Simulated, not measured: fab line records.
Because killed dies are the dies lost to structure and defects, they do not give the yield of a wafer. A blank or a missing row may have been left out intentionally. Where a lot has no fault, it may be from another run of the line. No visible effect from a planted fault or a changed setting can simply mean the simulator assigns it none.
fab line records ; flow sky130
record: lots: 7; wafers: 21; last-day: 50
route steps=708 shown PWDE@52 NWELL@56 PAD_OPEN@708
lots with no fault: from the same line, run without faults
start-h: start of the lot's first displayed wafer, in hours after the record's first day ; wait-h: hours since the lot's step before ; " unchanged from the row above ; L1.1+2: several wafers, shown together as one row ; - no value, or no start given ; * or withheld: withheld ; < > ~ a bound
route shown NAME@n: names a module that has steps shown in the file, with the first one's number in the route ; usual: average and standard deviation across the fault-free wafers ; same: alike in all rows ; chamber/n: place in a boat ; sites: each site's reading ; _std_site: their standard deviation ; _edge_site: inner sites' mean taken away from outer sites' mean ; radius-mm: for every site, how far away it sits from the centre of the wafer ; mask NAME#n: copy n ; behind: the most recent tool/chamber to have shaped the wafer ; hold: why the lot was held/for how many hours/how that ended ; device: the n, p or np transistor that did not switch ; end of line: the same wafers' tests at the end of the route ; a step given without rows: its recipe and nothing more ; killed: not the wafer's yield, but the dies lost to structure and defects at the first sort ; map: a wafer's dies, marking killed ones x, the rest . and places with no die _
set.NAME: setting as actually run; set.NAME@STEP: the setting as run at that earlier step ; model.NAME: the simulator's own value behind a step, which no gauge read
lots at selected steps of the route; one table per step, one row per wafer
services: from which hour (start-h, from the record's first day; less than 0 if before it) a tool's chamber was out of use, for how many hours, and why
== steps ==
step: SKY_PWDE_OVL_MEAS_07
usual: PWDE_OVL: -1.0/1.5
lot.wafer;tool;chamber;start-h;wait-h;PWDE_OVL[nm]
L141.1;overlay-01;-;108.61;-;-2.9
L141.2;overlay-01;-;108.61;-;-1.1
L141.5;overlay-01;-;108.61;-;-0.3
L143.2;overlay-01;-;114.80;-;0.7
L143.4;overlay-01;-;114.80;-;-0.3
L143.5;overlay-01;-;114.80;-;-0.4
L144.4;overlay-01;-;118.93;-;1.6
L144.5;overlay-01;-;118.93;-;-1.1
L144.6;overlay-01;-;118.93;-;-0.1
L146.1;overlay-02;-;133.76;-;0.2
L146.5;overlay-02;-;133.76;-;-0.3
L146.6;overlay-02;-;133.76;-;-1.1
L152.1;overlay-01;-;165.51;-;-0.9
L152.3;overlay-01;-;165.51;-;-3.4
L152.4;overlay-01;-;165.51;-;-2.9
L155.1;overlay-02;-;184.99;-;-1.3
L155.5;overlay-02;-;184.99;-;-2.8
L155.6;overlay-02;-;184.99;-;-0.2
L156.2;overlay-01;-;190.75;-;0.1
L156.4;overlay-01;-;190.75;-;-1.5
L156.5;overlay-01;-;190.75;-;-1.2
step: SKY_PWDE_IMPLANT_08
recipe: species: B; energy-kev: 151.3; dose-cm2: 3.6e+12; tilt-deg: withheld
step: SKY_PWDE_STRIP_09
recipe: chemistry: O2/N2; power-w: 1400; pressure-mtorr: 1500; platen-temp-c: withheld; o2-flow-sccm: 3000; n2-flow-sccm: 300; overash-fraction: 0.5
usual: chamber-pressure-mTorr: 1500.1/1.2; drypump-motor-current-A: 5.59/0.23; oes-product-au: 0.722/0.0045; strip-time-to-endpoint-s: 36.88/0.11
lot.wafer;tool;chamber;start-h;wait-h;chamber-pressure-mTorr;drypump-motor-current-A;oes-product-au;rf-hours-counter-h;strip-time-to-endpoint-s
L141.1;plasma-asher-04;1;108.87;0.2;1499.0;5.66;0.721;41;36.96
L141.2;plasma-asher-04;0;108.87;0.2;1499.5;5.43;0.729;41;36.98
L141.5;plasma-asher-04;1;108.87;0.2;1502.9;5.65;0.725;-;36.92
L143.2;plasma-asher-04;0;114.98;0.1;1501.3;5.47;0.726;42;36.84
L143.4;plasma-asher-04;0;114.98;0.1;1499.0;5.44;0.718;-;36.89
L143.5;plasma-asher-04;1;114.98;0.1;1499.9;5.61;0.715;-;36.77
L144.4;plasma-asher-04;1;119.14;0.1;1499.7;5.64;0.723;-;37.00
L144.5;plasma-asher-04;1;119.14;0.1;1499.3;5.66;0.721;-;36.96
L144.6;plasma-asher-04;0;119.14;0.1;1499.3;5.42;0.723;-;36.99
L146.1;plasma-asher-03;1;133.95;0.1;1501.2;5.44;0.719;1;36.85
L146.5;plasma-asher-03;1;133.95;0.1;1499.1;5.45;0.719;-;36.86
L146.6;plasma-asher-03;0;133.95;0.1;1501.4;5.17;0.723;-;36.78
L152.1;plasma-asher-02;1;165.70;0.1;1500.6;5.87;0.728;43;36.89
L152.3;plasma-asher-02;0;165.70;0.1;1499.9;5.99;0.727;-;36.81
L152.4;plasma-asher-02;1;165.70;0.1;1499.8;5.85;0.723;-;36.71
L155.1;plasma-asher-02;0;185.18;0.1;1500.1;5.96;0.726;45;36.74
L155.5;plasma-asher-02;1;185.18;0.1;1502.5;5.80;0.721;-;36.90
L155.6;plasma-asher-02;0;185.18;0.1;1500.9;5.96;0.721;-;36.90
L156.2;plasma-asher-02;0;190.93;0.1;1500.2;5.97;0.718;45;36.65
L156.4;plasma-asher-02;0;190.93;0.1;1498.7;5.96;0.723;-;36.80
L156.5;plasma-asher-02;0;190.93;0.1;1499.3;5.96;0.725;-;36.73
step: SKY_PWDE_TW_MEAS_10
usual: PWDE_TW: 371.1/1.9
lot.wafer;tool;chamber;start-h;wait-h;PWDE_TW
L141.1;film-metro-03;-;108.97;0.1;374.0
L141.2;film-metro-03;-;108.97;0.1;374.0
L141.5;film-metro-03;-;108.97;0.1;372.0
L143.2;film-metro-01;-;115.09;0.1;368.1
L143.4;film-metro-01;-;115.09;0.1;368.5
L143.5;film-metro-01;-;115.09;0.1;368.8
L144.4;film-metro-03;-;119.23;0.1;370.3
L144.5;film-metro-03;-;119.23;0.1;371.6
L144.6;film-metro-03;-;119.23;0.1;371.8
L146.1;film-metro-04;-;134.05;0.1;373.0
L146.5;film-metro-04;-;134.05;0.1;372.5
L146.6;film-metro-04;-;134.05;0.1;371.0
L152.1;film-metro-04;-;165.80;0.1;373.7
L152.3;film-metro-04;-;165.80;0.1;372.9
L152.4;film-metro-04;-;165.80;0.1;373.1
L155.1;film-metro-01;-;185.28;0.1;367.5
L155.5;film-metro-01;-;185.28;0.1;369.2
L155.6;film-metro-01;-;185.28;0.1;368.9
L156.2;film-metro-03;-;191.04;0.1;372.8
L156.4;film-metro-03;-;191.04;0.1;368.9
L156.5;film-metro-03;-;191.04;0.1;368.1
step: SKY_NWELL_DEHYDRATE_03
recipe: temp-c: 200; time-s: 60
step: SKY_NWELL_HMDS_04
recipe: prime-time-s: 60; prime-temp-c: 120
step: SKY_NWELL_COAT_05
recipe: spin-rpm: 2000; resist-thk-nm: 3000
step: SKY_NWELL_SOFTBAKE_06
recipe: temp-c: 110; time-s: withheld
step: SKY_NWELL_EXPOSE_07
recipe: mask-id: NWM; na: 0.6; source-shape: conventional; sigma-outer: 0.6; polarization: unpolarized; target-cd-nm: 840; dose-mj: 255
step: SKY_NWELL_PEB_08
recipe: temp-c: 115; time-s: withheld
step: SKY_NWELL_DEVELOP_09
recipe: wall-angle-deg: 90; developer: TMAH; develop-time-s: 60; dev-temp-c: 23
step: SKY_NWELL_OVL_MEAS_10
usual: NWELL_00_OVL: -1.1/1.4
lot.wafer;tool;chamber;start-h;wait-h;NWELL_00_OVL[nm]
L141.1;overlay-02;-;126.22;-;-1.8
L141.2;overlay-02;-;126.22;-;-1.8
L141.5;overlay-02;-;126.22;-;-2.3
L143.2;overlay-01;-;132.60;-;-2.6
L143.4;overlay-01;-;132.60;-;-1.6
L143.5;overlay-01;-;132.60;-;-1.2
L144.4;overlay-02;-;137.51;-;-1.1
L144.5;overlay-02;-;137.51;-;-1.6
L144.6;overlay-02;-;137.51;-;-2.8
L146.1;overlay-02;-;152.81;-;-2.6
L146.5;overlay-02;-;152.81;-;-2.2
L146.6;overlay-02;-;152.81;-;-0.5
L152.1;overlay-02;-;185.99;-;-2.4
L152.3;overlay-02;-;185.99;-;-1.4
L152.4;overlay-02;-;185.99;-;-2.1
L155.1;overlay-02;-;205.96;-;-2.9
L155.5;overlay-02;-;205.96;-;-1.6
L155.6;overlay-02;-;205.96;-;-2.4
L156.2;overlay-01;-;211.32;-;-3.3
L156.4;overlay-01;-;211.32;-;-2.4
L156.5;overlay-01;-;211.32;-;-2.3
step: SKY_NWELL_IMPLANT_11
recipe: species: P; energy-kev: 400; dose-cm2: 1.9e+13; tilt-deg: withheld
usual: dose-ions-cm2: 1.9003e+13/2.3e+10
lot.wafer;tool;chamber;start-h;wait-h;dose-ions-cm2
L141.1;implanter-03;0;126.26;0.0;1.8795e+13
L141.2;implanter-03;0;126.26;0.0;1.8783e+13
L141.5;implanter-03;0;126.26;0.0;1.8773e+13
L143.2;implanter-03;0;132.66;0.0;1.875e+13
L143.4;implanter-03;0;132.66;0.0;1.8735e+13
L143.5;implanter-03;0;132.66;0.0;1.8762e+13
L144.4;implanter-03;0;137.61;0.1;1.8777e+13
L144.5;implanter-03;0;137.61;0.1;1.8762e+13
L144.6;implanter-03;0;137.61;0.1;1.8796e+13
L146.1;implanter-04;0;152.85;0.0;1.9015e+13
L146.5;implanter-04;0;152.85;0.0;1.9018e+13
L146.6;implanter-04;0;152.85;0.0;1.8975e+13
L152.1;implanter-02;0;186.03;0.0;1.9009e+13
L152.3;implanter-02;0;186.03;0.0;1.9008e+13
L152.4;implanter-02;0;186.03;0.0;1.9016e+13
L155.1;implanter-02;0;206.00;0.0;1.9003e+13
L155.5;implanter-02;0;206.00;0.0;1.9055e+13
L155.6;implanter-02;0;206.00;0.0;1.9028e+13
L156.2;implanter-03;0;211.37;0.0;1.8999e+13
L156.4;implanter-03;0;211.37;0.0;1.9024e+13
L156.5;implanter-03;0;211.37;0.0;1.902e+13
step: SKY_NWELL_IMPLANT_12
recipe: species: P; energy-kev: 120; dose-cm2: 1.3e+12; tilt-deg: withheld
step: SKY_PAD_OPEN_PROBE_99
usual: killed_at_M0_to_M3: 44/7.9; killed_at_M4_up: 3.1/1.9; killed-at-contacts: 24/4.6; killed-at-front-end: 16/4.9; killed-at-other: 0.3/0.6; killed-dies: 87/9.7; killed-open: 48/7.2; killed-short: 39/5.6
same: gross-dies: 492; killed-at-back-side: 0
lot.wafer;tool;chamber;start-h;wait-h;killed_at_M0_to_M3;killed_at_M4_up;killed-at-contacts;killed-at-front-end;killed-at-other;killed-dies;killed-open;killed-short
L141.1;prober-02;-;1110.38;0.1;33;1;25;16;0;75;39;35
L141.2;prober-02;-;1110.43;0.1;46;2;25;17;0;90;49;41
L141.5;prober-02;-;1110.58;0.2;54;3;29;9;0;95;52;43
L143.2;prober-01;-;1116.68;0.1;39;1;23;10;0;73;38;35
L143.4;prober-01;-;1116.78;0.2;41;3;29;7;0;80;39;41
L143.5;prober-01;-;1116.83;0.2;55;1;27;13;0;96;62;34
L146.1;prober-01;-;1180.89;0.1;41;3;18;17;0;79;40;38
L146.5;prober-01;-;1181.09;0.2;47;1;34;16;2;100;53;46
L146.6;prober-01;-;1181.14;0.2;51;1;26;15;0;93;55;38
L155.1;prober-01;-;1189.50;0.1;49;1;25;8;0;83;44;38
L155.5;prober-01;-;1189.70;0.2;42;3;16;5;0;66;39;27
L155.6;prober-01;-;1189.75;0.2;43;2;23;9;0;77;41;35
L152.1;prober-02;-;1190.73;0.1;40;3;22;13;0;78;40;38
L152.3;prober-02;-;1190.83;0.2;38;7;23;18;0;86;46;39
L152.4;prober-02;-;1190.88;0.2;44;4;28;13;1;90;56;33
L156.2;prober-01;-;1190.78;0.1;41;5;25;17;0;88;47;41
L156.4;prober-01;-;1190.88;0.2;43;4;23;17;0;87;50;37
L156.5;prober-01;-;1190.93;0.2;36;7;23;25;0;91;51;40
killed by level:class
L141.1 CONTACT:geometric-particle:open=9 FIELD_ISO:geometric-particle:short=6 LI_CONTACT:geometric-particle:open=6 METAL1:geometric-particle:short=6 VIA3:geometric-particle:open=6 POLY_GATE:geometric-particle:open=4 METAL2:geometric-particle:short=4 VIA1:geometric-particle:open=4
L141.2 VIA3:geometric-particle:open=11 CONTACT:geometric-particle:open=10 VIA1:geometric-particle:open=10 METAL2:geometric-particle:short=6 LI_CONTACT:geometric-particle:open=5 POLY_GATE:geometric-particle:short=4 LI_CONTACT:geometric-particle:short=4 VIA1:geometric-particle:short=4
L141.5 VIA1:geometric-particle:open=13 CONTACT:geometric-particle:open=12 LI_CONTACT:geometric-particle:open=7 METAL1:geometric-particle:short=7 METAL2:geometric-particle:short=6 VIA2:geometric-particle:open=6 POLY_GATE:geometric-particle:short=4 METAL1:geometric-particle:open=4
L143.2 CONTACT:geometric-particle:open=10 VIA1:geometric-particle:open=7 VIA3:geometric-particle:open=7 LOCAL_INTERCONNECT:geometric-particle:short=5 CONTACT:geometric-particle:short=5 VIA1:geometric-particle:short=4 VIA2:geometric-particle:open=4 FIELD_ISO:geometric-particle:short=3
L143.4 CONTACT:geometric-particle:open=10 VIA2:geometric-particle:open=8 LOCAL_INTERCONNECT:geometric-particle:short=7 VIA3:geometric-particle:open=7 LI_CONTACT:geometric-particle:open=6 METAL1:geometric-particle:short=5 METAL2:geometric-particle:short=5 CONTACT:geometric-particle:short=4
L143.5 CONTACT:geometric-particle:open=14 VIA2:geometric-particle:open=12 VIA1:geometric-particle:open=9 VIA3:geometric-particle:open=8 METAL1:geometric-particle:short=8 POLY_GATE:geometric-particle:open=5 LI_CONTACT:geometric-particle:open=5 CONTACT:geometric-particle:short=4
L146.1 CONTACT:geometric-particle:open=9 FIELD_ISO:geometric-particle:short=8 VIA2:geometric-particle:open=7 VIA1:geometric-particle:open=7 METAL1:geometric-particle:short=5 METAL2:geometric-particle:short=5 POLY_GATE:geometric-particle:open=4 LOCAL_INTERCONNECT:geometric-particle:short=4
L146.5 LI_CONTACT:geometric-particle:open=9 CONTACT:geometric-particle:open=8 VIA2:geometric-particle:open=8 CONTACT:geometric-particle:short=7 FIELD_ISO:geometric-particle:open=6 VIA3:geometric-particle:open=6 VIA1:geometric-particle:open=5 VIA3:geometric-particle:short=5
L146.6 VIA1:geometric-particle:open=13 CONTACT:geometric-particle:open=11 VIA3:geometric-particle:open=10 METAL1:geometric-particle:short=8 LI_CONTACT:geometric-particle:open=7 POLY_GATE:geometric-particle:short=6 METAL2:geometric-particle:short=6 CONTACT:geometric-particle:short=4
L155.1 VIA1:geometric-particle:open=17 VIA1:geometric-particle:short=11 CONTACT:geometric-particle:open=9 VIA2:geometric-particle:open=7 LI_CONTACT:geometric-particle:open=5 CONTACT:geometric-particle:short=5 LI_CONTACT:geometric-particle:short=4 FIELD_ISO:geometric-particle:short=3
L155.5 VIA1:geometric-particle:open=11 VIA2:geometric-particle:open=10 VIA1:geometric-particle:short=5 LI_CONTACT:geometric-particle:short=4 LI_CONTACT:geometric-particle:open=4 METAL1:geometric-particle:short=4 VIA3:geometric-particle:open=4 CONTACT:geometric-particle:open=3
L155.6 VIA1:geometric-particle:open=12 VIA2:geometric-particle:open=10 LOCAL_INTERCONNECT:geometric-particle:short=6 LI_CONTACT:geometric-particle:open=5 CONTACT:geometric-particle:short=5 VIA2:geometric-particle:short=5 LI_CONTACT:geometric-particle:short=4 VIA1:geometric-particle:short=4
L152.1 VIA1:geometric-particle:open=9 POLY_GATE:geometric-particle:short=7 CONTACT:geometric-particle:open=7 LI_CONTACT:geometric-particle:open=6 VIA1:geometric-particle:short=6 VIA2:geometric-particle:open=6 CONTACT:geometric-particle:short=4 METAL1:geometric-particle:short=4
L156.2 VIA2:geometric-particle:open=10 VIA1:geometric-particle:open=9 CONTACT:geometric-particle:open=8 POLY_GATE:geometric-particle:open=6 VIA1:geometric-particle:short=6 LI_CONTACT:geometric-particle:short=5 METAL1:geometric-particle:short=5 POLY_GATE:geometric-particle:short=4
L152.3 VIA1:geometric-particle:open=12 VIA3:geometric-particle:open=7 POLY_GATE:geometric-particle:open=6 LI_CONTACT:geometric-particle:open=6 CONTACT:geometric-particle:short=6 METAL4:geometric-particle:short=4 POLY_GATE:geometric-particle:short=4 LOCAL_INTERCONNECT:geometric-particle:short=4
L152.4 CONTACT:geometric-particle:open=12 LI_CONTACT:geometric-particle:open=10 VIA1:geometric-particle:open=10 METAL1:geometric-particle:short=6 VIA3:geometric-particle:open=5 POLY_GATE:geometric-particle:open=4 METAL2:geometric-particle:short=4 METAL1:geometric-particle:open=4
L156.4 VIA1:geometric-particle:open=13 CONTACT:geometric-particle:open=9 VIA2:geometric-particle:open=9 VIA1:geometric-particle:short=7 LI_CONTACT:geometric-particle:open=7 CONTACT:geometric-particle:short=5 METAL2:geometric-particle:short=5 FIELD_ISO:geometric-particle:short=4
L156.5 POLY_GATE:geometric-particle:open=10 VIA1:geometric-particle:open=8 FIELD_ISO:geometric-particle:open=7 LI_CONTACT:geometric-particle:open=7 METAL4:geometric-particle:short=6 METAL2:geometric-particle:short=6 VIA3:geometric-particle:open=6 CONTACT:geometric-particle:open=5
== services ==
tool;chamber;start-h;hours;kind
plasma-asher-02;-;90.10;26.6;pm
plasma-asher-03;-;108.75;9.0;pm
plasma-asher-03;0;108.75;9.0;vent-cycle
plasma-asher-03;1;108.75;9.0;vent-cycle
plasma-asher-03;0;117.75;-;clean
plasma-asher-03;1;117.75;-;clean
implanter-04;-;120.52;6.9;repair
implanter-02;-;141.45;7.0;pm
plasma-asher-02;-;149.74;3.7;repair
plasma-asher-03;-;172.89;2.0;repair
implanter-02;-;210.99;2.1;repair
== key ==
first-sign: step: SKY_NWELL_IMPLANT_11; reading: dose-ions-cm2; direction: down; sigmas: 10; usual: *; struck: *
effect none on later readings
met-at SKY_NWELL_IMPLANT_11
struck-wafers L141.1,L141.2,L141.5,L143.2,L143.4,L143.5,L144.4,L144.5,L144.6
tester-left-out L141,L143,L144
fault: kind: process-parameter-drift; tool: implanter-03; chamber: -; onset-h: 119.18; steps: SKY_NWELL_IMPLANT_11; channel: dose-cm2; offset: *; shape: step; end-h: 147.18; acts-in: *; stated: *
tester-left-out: of these lots the tester's yield and bins aren't shown, on N5 and GAA mostly nor the transistor test; their killed dies are dies lost to structure and defects alone, not to doping, threshold or leakage, so they don't give the yield
